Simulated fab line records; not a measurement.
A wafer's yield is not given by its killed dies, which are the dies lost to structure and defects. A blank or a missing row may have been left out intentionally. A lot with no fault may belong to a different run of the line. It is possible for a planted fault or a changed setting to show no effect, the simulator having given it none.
One fault seen from 2 desks ; flow gf180mcu ; each desk holds nothing but its own numbers, with what lay behind them at the end

## FROM THE METROLOGY DESK
What the gauges read for every lot (on any tool): the sampled wafers with a number, averaged. Marked OUT: a lot whose mean sits more than 4 standard deviations from the usual mean, which makes it out of limits; the brackets give that distance.
Columns: A = cd_nm at GF_STI_CD_MEAS_12, usual 219.8 nm; B = VT_IMPLANT_03_OVL at GF_VT_IMPLANT_OVL_MEAS_40, usual 1.0 nm; C = cd_nm at GF_POLY_GATE_CD_MEAS_18, usual 279.5 nm
lot;first seen here;A;B;C
L155;day 2 00:40;219.6;2.4;278.9
L156;day 2 08:11;220.1;1.3;282.9
L157;day 2 11:39;220.9;0.7;280.3
L158;day 2 16:29;220.1;0.8;279.1
L159;day 2 22:33;220.6;1.0;278.5
L160;day 3 04:05;220.9;-0.2;277.3
L163;day 3 18:49;219.1;3.6;281.2
L164;day 3 23:31;218.5;-0.3;280.7
L166;day 4 10:03;219.6;-0.2;281.2
L170;day 5 06:32;218.9;1.5;279.6
L171;day 5 11:37;217.0;0.7;277.0
L177;day 6 19:10;221.5;2.3;280.4
This desk found nothing out of limits on any of the 12 lots.

## TOOL OWNER'S DESK, plasma_asher-04
The tool's own readings at GF_NWELL_STRIP_10 (strips in O2/N2): means of the sampled wafers that have a number, for each lot that ran on this tool. Marked OUT: a lot whose mean sits more than 4 standard deviations from the usual mean, which makes it out of limits; the brackets give that distance.
Columns: A = drypump_motor_current_A at GF_NWELL_STRIP_10, usual 5.79 A; B = heater_power_w at GF_NWELL_STRIP_10, usual 340 W; C = o2_flow_sccm at GF_NWELL_STRIP_10, usual 2999 sccm; D = oes_product_au at GF_NWELL_STRIP_10, usual 0.722 a.u.; E = strip_time_to_endpoint_s at GF_NWELL_STRIP_10, usual 36.97 s
lot;first seen here;A;B;C;D;E
L157;day 3 18:17;5.78;342;3003;0.718;36.90
L164;day 5 08:26;5.86;330;2994;0.721;36.91
L166;day 5 18:47;5.87;332;3006;0.719;36.95
L170;day 6 17:37;5.80;337;2992;0.720;37.07
L171;day 6 23:35;5.86;330;3003;0.970 (+55) OUT;-
Finding of this desk: L171 out of limits; the first was L171 at day 6 23:35, on oes_product_au at GF_NWELL_STRIP_10. L157, L164, L166, L170: within limits.

## ALL TOGETHER
On L171, at day 6 23:35, an alarm was possible from the tool owner's desk.
At the metrology desk, nothing out of limits was observed.
The metrology desk holds a record of L171, inside its limits.
All the named lots went through GF_NWELL_STRIP_10 on plasma_asher-04.

## WHAT THE SIMULATOR PUT IN
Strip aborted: plasma_asher-04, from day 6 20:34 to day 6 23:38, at GF_NWELL_STRIP_10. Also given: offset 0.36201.
Struck lots among those shown: L171.
How many hours passed from the start of the fault until each desk's first out-of-limits reading: the tool owner's desk, 3.
